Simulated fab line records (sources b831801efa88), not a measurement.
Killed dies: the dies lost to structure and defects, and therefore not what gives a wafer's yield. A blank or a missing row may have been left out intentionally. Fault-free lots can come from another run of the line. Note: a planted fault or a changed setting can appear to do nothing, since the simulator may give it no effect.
What tool caused it? | flow sky130 | 12 lots with 36 wafers sampled at 5 steps, on a route of 708 steps

== WHAT EACH GAUGE READ, for each wafer ==
SKY_SONOS_ONO_CD_MEAS_13: target cd 410 nm. Usual: cd-nm at 410.2 nm, with a standard deviation of 2.
lot  | measured     | on        | cd-nm (nm)        | flag
L784 | day 12 14:27 | cd-sem-02 | 409.2 408.1 409.6 |
L785 | day 12 17:34 | cd-sem-01 | 409.0 409.2 407.9 |
L787 | day 13 10:41 | cd-sem-02 | 413.4 413.4 412.3 |
L788 | day 13 20:17 | cd-sem-02 | 410.5 410.7 411.2 |
L791 | day 15 01:13 | cd-sem-01 | 412.0 411.2 409.2 |
L797 | day 18 04:26 | cd-sem-01 | 407.4 407.0 407.8 |
L799 | day 18 09:26 | cd-sem-02 | 411.6 410.0 409.8 |
L800 | day 18 19:31 | cd-sem-02 | 410.4 413.4 410.7 |
L802 | day 19 01:39 | cd-sem-02 | 411.0 412.8 412.4 |
L803 | day 19 11:33 | cd-sem-02 | 409.5 407.0 408.1 |
L804 | day 19 15:10 | cd-sem-01 | 406.4 404.4 407.2 |
L807 | day 20 15:44 | cd-sem-02 | 409.6 409.8 408.4 |

SKY_GATE_OXIDE_TW_MEAS_14. Usual: GATE_OXIDE_TW 223.9, standard deviation 2.5.
lot  | measured     | on            | GATE_OXIDE_TW     | flag
L784 | day 13 19:13 | film-metro-01 | 220.1 220.3 221.6 |
L785 | day 13 21:37 | film-metro-03 | 224.1 223.1 223.7 |
L787 | day 14 15:08 | film-metro-04 | 227.2 227.2 226.9 |
L788 | day 15 00:52 | film-metro-04 | 225.6 226.5 226.8 |
L791 | day 16 08:08 | film-metro-01 | 222.5 223.6 221.3 |
L797 | day 19 14:13 | film-metro-04 | 277.5 278.6 277.9 | OFF
L799 | day 19 19:17 | film-metro-04 | 276.8 278.1 277.1 | OFF
L800 | day 20 04:02 | film-metro-03 | 221.4 222.7 222.2 |
L802 | day 20 12:35 | film-metro-04 | 226.7 226.9 226.4 |
L803 | day 20 20:05 | film-metro-04 | 225.6 225.8 226.2 |
L804 | day 21 00:25 | film-metro-04 | 226.2 227.0 227.5 |
L807 | day 22 00:51 | film-metro-01 | 220.1 221.1 220.9 |

SKY_POLY_GATE_CD_MEAS_13: target cd 150 nm. Usual: cd-nm at 150.2 nm, with a standard deviation of 1.2.
lot  | measured     | on        | cd-nm (nm)        | flag
L784 | day 16 08:12 | cd-sem-01 | 148.5 148.5 149.2 |
L785 | day 16 10:46 | cd-sem-01 | 149.7 149.2 149.4 |
L787 | day 17 07:33 | cd-sem-02 | 151.5 151.2 151.7 |
L788 | day 17 14:32 | cd-sem-01 | 150.3 150.1 150.7 |
L791 | day 19 02:10 | cd-sem-02 | 151.1 151.7 151.2 |
L797 | day 22 07:56 | cd-sem-01 | 150.0 151.1 150.3 |
L799 | day 22 14:12 | cd-sem-02 | 150.2 151.2 150.5 |
L800 | day 22 23:59 | cd-sem-01 | 148.5 148.5 150.3 |
L802 | day 23 06:15 | cd-sem-01 | 150.1 150.7 151.0 |
L803 | day 23 14:34 | cd-sem-01 | 151.2 151.0 150.1 |
L804 | day 23 19:59 | cd-sem-01 | 150.4 150.5 150.2 |
L807 | day 24 17:53 | cd-sem-02 | 149.4 150.2 148.5 |

== WHAT TOOL EACH LOT RAN ON (gives the tool, then ch and the chambers of the sampled wafers, and finally the start) ==
lot  | SKY_VT_ADJUST_LVTN_STRIP_20          | SKY_GATE_OXIDE_IMPLANT_11
L784 | plasma-asher-04 ch 0,1, day 7 17:14  | implanter-03 ch 0, day 13 18:52
L785 | plasma-asher-04 ch 0,1, day 7 21:38  | implanter-03 ch 0, day 13 21:17
L787 | plasma-asher-01 ch 0,1, day 8 09:08  | implanter-01 ch 0, day 14 14:47
L788 | plasma-asher-01 ch 0,1, day 8 16:23  | implanter-01 ch 0, day 15 00:31
L791 | plasma-asher-04 ch 0, day 9 17:05    | implanter-03 ch 0, day 16 07:48
L797 | plasma-asher-03 ch 0,1, day 12 07:24 | implanter-02 ch 0, day 19 13:26
L799 | plasma-asher-04 ch 0, day 12 11:23   | implanter-02 ch 0, day 19 18:37
L800 | plasma-asher-04 ch 0,1, day 12 12:53 | implanter-01 ch 0, day 20 03:41
L802 | plasma-asher-03 ch 0,1, day 12 21:32 | implanter-02 ch 0, day 20 12:14
L803 | plasma-asher-03 ch 0,1, day 13 09:37 | implanter-01 ch 0, day 20 19:43
L804 | plasma-asher-04 ch 0,1, day 13 11:52 | implanter-01 ch 0, day 21 00:06
L807 | plasma-asher-04 ch 0,1, day 14 08:15 | implanter-01 ch 0, day 22 00:31
- SKY_VT_ADJUST_LVTN_STRIP_20: strips in O2/N2.
- SKY_GATE_OXIDE_IMPLANT_11

== WHAT THE TOOLS THEMSELVES READ (means of the sampled wafers that have a number; where no wafer has one, the mark that the record gives instead) ==
SKY_VT_ADJUST_LVTN_STRIP_20. Usual: drypump-motor-current-A 5.5 A, standard deviation 0.35; oes-product-au 0.715 a.u., standard deviation 0.0046; strip-time-to-endpoint-s 14.16 s, standard deviation 0.042.
lot  | tool            | drypump-motor-current-A (A) | oes-product-au (a.u.) | strip-time-to-endpoint-s (s) | flag
L784 | plasma-asher-04 | 5.2                         | 0.716                 | 14.18                        |
L785 | plasma-asher-04 | 5.2                         | 0.711                 | 14.13                        |
L787 | plasma-asher-01 | 5.4                         | 0.720                 | 14.21                        |
L788 | plasma-asher-01 | 5.5                         | 0.719                 | 14.18                        |
L791 | plasma-asher-04 | 5.3                         | 0.710                 | 14.14                        |
L797 | plasma-asher-03 | 6.0                         | 0.715                 | 14.07                        |
L799 | plasma-asher-04 | 5.4                         | 0.715                 | 14.18                        |
L800 | plasma-asher-04 | 5.2                         | 0.714                 | 14.16                        |
L802 | plasma-asher-03 | 6.0                         | 0.719                 | 14.13                        |
L803 | plasma-asher-03 | 6.0                         | 0.719                 | 14.19                        |
L804 | plasma-asher-04 | 5.2                         | 0.713                 | 14.11                        |
L807 | plasma-asher-04 | 5.1                         | 0.714                 | 14.10                        |

SKY_GATE_OXIDE_IMPLANT_11. Usual: beam-on-s at 10.01 s, with a standard deviation of 0.2.
lot  | tool         | beam-on-s (s) | flag
L784 | implanter-03 | 9.84          |
L785 | implanter-03 | 10.13         |
L787 | implanter-01 | 10.10         |
L788 | implanter-01 | 10.15         |
L791 | implanter-03 | 9.94          |
L797 | implanter-02 | 10.00         |
L799 | implanter-02 | 9.95          |
L800 | implanter-01 | 10.18         |
L802 | implanter-02 | 9.93          |
L803 | implanter-01 | 10.10         |
L804 | implanter-01 | 10.06         |
L807 | implanter-01 | 10.03         |

== THE ANSWER, worked out from the rows above alone ==
Rule: a lot counts as off when the mean over its wafers that have a number is more than 3 standard deviations away from the usual mean. A lot without any number at a reading at which 4 lots or more have one is off too. Where the step has rows for the other lots, those lots are counted as sound. Order of review: gauges by route order, followed by the tools' own readings, for which a lot's mean as printed above is used. At the first step where some lot is off, the reading lying furthest off is the one used; lots without a number count as furthest.
Off: at SKY_GATE_OXIDE_TW_MEAS_14 (GATE_OXIDE_TW), L797, L799.
If a tool, at a process step before that reading, ran all the lots that are off and no sound lot after the first of them, it fits. The gauges at SKY_GATE_OXIDE_TW_MEAS_14 are tried like those tools. No candidate that was tried fits.

== WHAT HAD BEEN PUT IN BY THE SIMULATOR ==
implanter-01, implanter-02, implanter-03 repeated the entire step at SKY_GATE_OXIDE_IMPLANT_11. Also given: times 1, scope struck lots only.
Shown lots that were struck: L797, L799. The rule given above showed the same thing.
